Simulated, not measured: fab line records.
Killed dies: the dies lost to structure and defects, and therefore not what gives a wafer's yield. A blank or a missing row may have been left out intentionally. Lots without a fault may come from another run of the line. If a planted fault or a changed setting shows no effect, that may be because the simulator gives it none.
Problem report, 8D (eight disciplines) form, completed by code	flow gf180mcu	the parts of the form that need people (team, actions taken, sign-off) are left out

== 1. WHAT WENT WRONG ==
Wafers without a fault read 5.001 Pa, standard deviation 0.01; chamber_pressure_pa at GF_V4_SPUTTER_22 reads a mean of 5.707 Pa on 2 wafers belonging to 2 lots. Measured from the usual mean, that is +71 standard deviations.
The step: material TiN, target thk 10 nm, time 40 s.
First observed at day 28 17:36: wafer L241.4, on pvd_sputter-02. The record has a number at this step for 39 wafers belonging to 13 lots. Rule for "out" (also "out of limits"): further than 4 standard deviations from the usual mean. Any other wafer with a number is counted as sound.

== 2. WHAT IT IS; WHAT IT IS NOT ==
question	is	is not
which readings at this step	chamber_pressure_pa	cathode_dc_power_W, throttle_valve_pct
which lots	L241, L243	L231, L232, L233, L235, L236, L237, L246, L247, L249, L250, L251
which wafers of those lots	L241.4, L243.1	L241.1, L241.5, L243.3, L243.4
read on which tools	pvd_sputter-02	pvd_sputter-03, pvd_sputter-04
when	from day 28 17:36	up to then (20 sound wafers); but 17 sound wafers of L243, L246, L247, L249, L250, L251 came after

== 3. WHAT RULES OUT EACH SUSPECT ==
Counting: any tool at a process step up to the reading remains a suspect provided it ran every lot that is out. Sound lots after the first of them don't rule it out here, since some wafers of a struck lot are sound.
- pvd_sputter-02 at GF_V4_SPUTTER_22 (material TiN, target thk 10 nm, time 40 s): kept. It processed each lot that is out (first: L241, day 28 17:36); up to then, its last sound lot is L237 (day 27 18:37). Its own readings are out on those wafers: chamber_pressure_pa.
The count leaves pvd_sputter-02 at GF_V4_SPUTTER_22.

== 4. THE CAUSE (what the simulator had put in) ==
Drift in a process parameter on pvd_sputter-02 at GF_V4_SPUTTER_22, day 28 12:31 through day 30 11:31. The setting chamber_pressure_pa was moved by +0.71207, starting from 5. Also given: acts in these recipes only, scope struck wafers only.
The count eliminated every tool but this one.

== 5. SEQUENCE OF EFFECTS, ordered by route ==
Each row: a reading where the mean over the struck wafers with a number is more than 3 standard deviations away from the usual. Scope: only readings with a usual standard deviation given in the record; hours: median across lots of the time from each lot's start at the first step in this table that gives one to its start at this step; sigmas: change in usual standard deviations.
hours	step	reading	usual	on struck wafers	change	sigmas
0	GF_V4_SPUTTER_22	chamber_pressure_pa	5.001 Pa	5.707	+0.705	+71
Its process steps:
- GF_V4_SPUTTER_22: material TiN, target thk 10 nm, time 40 s.

== 6. WHAT WOULD HAVE CAUGHT IT SOONER ==
5 hours passed between the start of the fault at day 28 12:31 and the first reading out of limits in this record, taken at day 28 17:36.
